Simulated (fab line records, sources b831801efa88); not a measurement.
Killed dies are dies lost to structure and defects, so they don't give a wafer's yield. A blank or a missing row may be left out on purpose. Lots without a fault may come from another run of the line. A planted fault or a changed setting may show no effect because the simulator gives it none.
Chamber matching | flow gf180mcu | GF_V3_CMP_26 on cmp-02: 4 sister chambers
The step polishes, stops on SiO2, t overpolish 15 s, target thk 0 nm. 8 wafers are shown with their chamber, then 12 later ones without.

WAFERS WITH THEIR CHAMBER
wafer  | chamber | motor_current_A (A) | time_to_endpoint_s (s)
L081.6 | 1       | 12.2                | 89
L084.2 | 2       | 10.5                | 93
L087.3 | 1       | 12.4                | 89
L087.4 | 2       | 11.4                | 87
L088.6 | 3       | 10.2                | 81
L091.4 | 0       | 10.2                | 80
L091.5 | 3       | 9.4                 | 81
L091.6 | 0       | 10.4                | 83

WAFERS WITHOUT THEIR CHAMBER
wafer  | motor_current_A (A) | time_to_endpoint_s (s)
L092.2 | 10.0                | 85
L092.3 | 11.1                | 91
L092.5 | 9.6                 | 79
L094.3 | 11.1                | 91
L094.4 | 9.7                 | 83
L094.6 | 10.3                | 82
L095.2 | 9.9                 | 80
L095.5 | 12.2                | 92
L095.6 | 10.4                | 79
L097.1 | 12.8                | 89
L097.3 | 10.0                | 82
L097.5 | 10.9                | 91

WHICH CHAMBER EACH WENT THROUGH
wafer  | from the rows above          | in truth
L092.2 | can't be placed: 0 or 3 or 2 | 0
L092.3 | 2                            | 2
L092.5 | can't be placed: 3 or 0      | 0
L094.3 | 2                            | 2
L094.4 | can't be placed: 3 or 0      | 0
L094.6 | can't be placed: 0 or 3      | 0
L095.2 | can't be placed: 3 or 0      | 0
L095.5 | can't be placed: 1 or 2      | 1
L095.6 | can't be placed: 0 or 3      | 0
L097.1 | 1                            | 1
L097.3 | can't be placed: 3 or 0      | 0
L097.5 | 2                            | 2
Placed correctly: 4 of 12. Can't be placed from these rows: 8 (the true chamber is among the candidates in 8). Placed wrongly: 0.
How it was worked out, from the rows above alone: a wafer's distance from a chamber is the root of the sum, over the readings, of the square of ((its reading less the chamber's mean) divided by the reading's scatter). The wafer belongs to the nearest chamber; if the next one is less than 2 further off, it can't be placed. A chamber's mean is the mean of its shown wafers. The scatter: the root of (the sum of the squares of (reading less its chamber's mean) over the shown wafers, divided by (wafers less chambers)).
